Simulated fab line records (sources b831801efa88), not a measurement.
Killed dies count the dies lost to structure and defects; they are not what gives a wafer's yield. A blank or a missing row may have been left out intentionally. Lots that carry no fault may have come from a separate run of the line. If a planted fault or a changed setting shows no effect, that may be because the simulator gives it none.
fab line records	flow gf180mcu
[record] lots = 7	wafers = 21	lastDay = 34
route steps=602 shown MVSD@70 MVPSD@78
lots with no fault: from the same line, run without faults
startH: hours from the record's first day to the start of the lot's first wafer shown	waitH: time in hours since the lot's previous step	" same as the row above	L1.1+2: one row covering several wafers at once	- value missing, or start not given	* or withheld: withheld	< > ~ a bound
route shown NAME@n: names a module that has steps shown in the file, with the first one's number in the route	usual: average and standard deviation across the fault-free wafers	same: alike in all rows	chamber/n: place in a boat	sites: readings site by site	_std_site: standard deviation across them	_edge_site: mean of outer sites minus mean of inner sites	radiusMm: how far each site lies from the wafer's centre	mask NAME#n: copy n	behind: the most recent tool/chamber to have shaped the wafer	hold: why the lot went on hold/how many hours it stayed there/how the hold came to an end	device: the transistor (n, p or np) that didn't switch	end of line: tests of these same wafers at the route's end	a step given without rows: its recipe and nothing more	killed: the dies lost at the first sort to structure and to defects; this is not the yield of the wafer	map: shows each die of a wafer: x if killed, . if not, _ if none is there
set.NAME: setting as actually run; set.NAME@STEP: the setting as run at that earlier step	model.NAME: the simulator's own value behind a step, which no gauge read
a table for each step, a row for each wafer; lots at some steps of the route
services: from which hour (startH, from the record's first day; less than 0 if before it) a tool's chamber was out of use, for how many hours, and why
[[steps]]
[step GF_MVSD_EXPOSE_04]
[recipe] maskId = MVSD	targetCdNm = 1000	na = 0.6	sourceShape = conventional	sigmaOuter = 0.6	doseMj = 260
[step GF_MVSD_PEB_05]
[recipe] tempC = 115	timeS = withheld
[step GF_MVSD_DEVELOP_06]
[recipe] wallAngleDeg = 90	developTimeS = 60	devTempC = 23
[step GF_MVSD_OVL_MEAS_07]
[usual] MVSD_OVL = 0.6/1.7
lot.wafer	tool	chamber	startH	waitH	MVSD_OVL[nm]
L887.1	overlay-01	-	90.51	-	1.4
L887.2	"	-	"	"	1.0
L887.5	"	-	"	"	1.0
L890.4	overlay-02	-	114.51	-	1.2
L890.5	"	-	"	"	1.5
L890.6	"	-	"	"	2.0
L893.3	overlay-01	-	133.35	-	-1.2
L893.5	"	-	"	"	-1.0
L893.6	"	-	"	"	-1.4
L899.2	overlay-01	-	161.26	-	0.5
L899.5	"	-	"	"	2.1
L899.6	"	-	"	"	1.5
L900.2	overlay-01	-	167.75	-	1.5
L900.5	"	-	"	"	2.7
L900.6	"	-	"	"	1.4
L901.2	overlay-02	-	173.30	-	-2.7
L901.4	"	-	"	"	-2.2
L901.6	"	-	"	"	-2.8
L908.2	overlay-01	-	213.53	-	3.0
L908.3	"	-	"	"	2.9
L908.5	"	-	"	"	1.8
[step GF_MVSD_IMPLANT_08]
[recipe] species = P	energyKev = 400	doseCm2 = 1.682e+13	tiltDeg = 0
[step GF_MVSD_IMPLANT_09]
[recipe] species = P	energyKev = 100	doseCm2 = 5e+12	tiltDeg = 0
[step GF_MVSD_STRIP_10]
[recipe] chemistry = O2/N2	powerW = 1400	pressureMtorr = 1500	platenTempC = 250	o2FlowSccm = 3000	n2FlowSccm = 300	overashFraction = 0.5
[usual] drypumpMotorCurrentA = 5.63/0.16	heaterPowerW = 371/34	oesProductAu = 0.722/0.0043	stripTimeToEndpointS = 36.95/0.086
lot.wafer	tool	chamber	startH	waitH	drypumpMotorCurrentA	heaterPowerW	oesProductAu	rfHoursCounterH	stripTimeToEndpointS
L887.1	plasmaAsher-03	0	90.84	0.1	5.74	365	0.722	44	36.98
L887.2	"	1	"	"	5.58	386	0.720	44	36.94
L887.5	"	1	"	"	5.58	377	0.722	-	36.85
L890.4	plasmaAsher-03	0	114.86	0.1	5.76	370	0.725	-	37.11
L890.5	"	0	"	"	5.75	371	0.722	-	37.09
L890.6	"	1	"	"	5.58	367	0.720	-	37.16
L893.3	plasmaAsher-03	0	133.71	0.1	5.76	362	0.720	-	36.81
L893.5	"	1	"	"	5.59	379	0.717	-	36.94
L893.6	"	0	"	"	5.73	365	0.717	-	36.81
L899.2	plasmaAsher-04	1	161.59	0.1	5.51	438	0.718	42	36.84
L899.5	"	1	"	"	5.50	430	0.727	-	36.97
L899.6	"	0	"	"	5.49	364	0.723	-	36.88
L900.2	plasmaAsher-02	1	168.08	0.1	5.54	334	0.717	4	36.78
L900.5	"	1	"	"	5.55	343	0.720	-	36.86
L900.6	"	0	"	"	5.99	333	0.725	-	36.85
L901.2	plasmaAsher-03	1	173.63	0.1	5.57	381	0.725	53	36.88
L901.4	"	0	"	"	5.77	351	0.726	-	36.92
L901.6	"	0	"	"	5.75	359	0.722	-	37.03
L908.2	plasmaAsher-02	1	213.86	0.1	5.58	335	0.712	9	36.88
L908.3	"	0	"	"	6.02	324	0.723	-	36.91
L908.5	"	0	"	"	5.97	328	0.727	-	37.03
[step GF_MVSD_TW_MEAS_11]
[usual] MVSD_TW = 1595/9.1
lot.wafer	tool	chamber	startH	waitH	MVSD_TW
L887.1	filmMetro-02	-	90.94	0.1	1583
L887.2	"	-	"	"	1584
L887.5	"	-	"	"	1580
L890.4	filmMetro-03	-	114.96	0.1	1590
L890.5	"	-	"	"	1595
L890.6	"	-	"	"	1590
L893.3	filmMetro-03	-	133.80	0.1	1583
L893.5	"	-	"	"	1591
L893.6	"	-	"	"	1585
L899.2	filmMetro-03	-	161.70	0.1	1611
L899.5	"	-	"	"	1602
L899.6	"	-	"	"	1614
L900.2	filmMetro-01	-	168.19	0.1	1597
L900.5	"	-	"	"	1594
L900.6	"	-	"	"	1608
L901.2	filmMetro-02	-	173.74	0.1	1591
L901.4	"	-	"	"	1586
L901.6	"	-	"	"	1594
L908.2	filmMetro-03	-	213.97	0.1	1608
L908.3	"	-	"	"	1606
L908.5	"	-	"	"	1602
[step GF_MVPSD_DEHYDRATE_00]
[recipe] tempC = 200	timeS = 60
[step GF_MVPSD_HMDS_01]
[recipe] primeTimeS = 60	primeTempC = 120
[step GF_MVPSD_COAT_02]
[recipe] spinRpm = 2000	resistThkNm = 3000
[step GF_MVPSD_SOFTBAKE_03]
[recipe] tempC = 110	timeS = withheld
[step GF_MVPSD_EXPOSE_04]
[recipe] maskId = MVPSD	targetCdNm = 1000	na = 0.6	sourceShape = conventional	sigmaOuter = 0.6	doseMj = 260
[usual] exposureDoseMJCm2 = 260.05/0.26	focusOffsetNm = 0.0/0.54
lot.wafer	tool	chamber	startH	waitH	mask	exposureDoseMJCm2	focusOffsetNm
L887.1	ilineStepper-01	0	98.13	-	MVPSD#0	260.37	0.3
L887.2	"	0	"	"	MVPSD#0	260.44	-0.2
L887.5	"	0	"	"	MVPSD#0	260.24	0.1
L890.4	ilineStepper-01	0	122.67	-	MVPSD#0	260.15	-0.1
L890.5	"	0	"	"	MVPSD#0	259.76	-0.2
L890.6	"	0	"	"	MVPSD#0	259.79	-0.1
L893.3	ilineStepper-02	0	141.49	-	MVPSD#0	260.65	-0.6
L893.5	"	0	"	"	MVPSD#0	259.93	0.2
L893.6	"	0	"	"	MVPSD#0	260.32	-0.4
L899.2	ilineStepper-02	-	169.03	-	MVPSD#0	-	-
L899.5	"	-	"	"	MVPSD#0	-	-
L899.6	"	-	"	"	MVPSD#0	-	-
L900.2	ilineStepper-02	-	176.38	-	MVPSD#0	-	-
L900.5	"	-	"	"	MVPSD#0	-	-
L900.6	"	-	"	"	MVPSD#0	-	-
L901.2	ilineStepper-02	-	182.12	-	MVPSD#0	-	-
L901.4	"	-	"	"	MVPSD#0	-	-
L901.6	"	-	"	"	MVPSD#0	-	-
L908.2	ilineStepper-02	0	222.78	-	MVPSD#0	259.84	0.3
L908.3	"	0	"	"	MVPSD#0	260.13	0.4
L908.5	"	0	"	"	MVPSD#0	260.13	0.0
[step GF_MVPSD_PEB_05]
[recipe] tempC = 115	timeS = withheld
[[services]]
tool	chamber	startH	hours	kind
plasmaAsher-04	-	75.03	0.3	repair
plasmaAsher-02	-	108.75	9.0	pm
plasmaAsher-02	0	108.75	9.0	ventCycle
plasmaAsher-02	1	108.75	9.0	ventCycle
plasmaAsher-02	0	117.75	-	clean
plasmaAsher-02	1	117.75	-	clean
ilineStepper-02	-	151.19	1.7	pm
plasmaAsher-02	-	154.19	4.5	repair
plasmaAsher-04	-	154.21	2.1	repair
plasmaAsher-02	-	158.71	4.1	repair
ilineStepper-01	-	159.34	5.7	repair
plasmaAsher-02	-	162.65	3.8	repair
ilineStepper-01	-	177.90	4.4	pm
plasmaAsher-03	-	181.22	0.5	repair
ilineStepper-01	-	198.05	1.7	pm
ilineStepper-02	-	212.52	4.4	pm
[[key]]
[firstSign] step = GF_MVPSD_EXPOSE_04	reading = toolRecord	direction = missing
effect none on later readings
metAt GF_MVPSD_EXPOSE_04
struckWafers L899.2,L899.5,L899.6,L900.2,L900.5,L900.6,L901.2,L901.4,L901.6
sortLeftOut L899.2,L899.5,L899.6,L900.2,L900.5,L900.6,L901.2,L901.4,L901.6
testerLeftOut L899,L900,L901
onsetBetween 141.49 169.03
[fault] kind = skippedStepWhole	tool = ilineStepper-02	chamber = -	onsetH = 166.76	steps = GF_MVPSD_EXPOSE_04	scope = struckLotsOnly
// testerLeftOut: of these lots the tester's yield and bins aren't shown, on N5 and GAA mostly nor the transistor test; their killed dies are dies lost to structure and defects alone, not to doping, threshold or leakage, so they don't give the yield
// sortLeftOut: the simulated sort isn't trusted on such a fault, so these wafers' sort isn't shown, and their yield isn't known
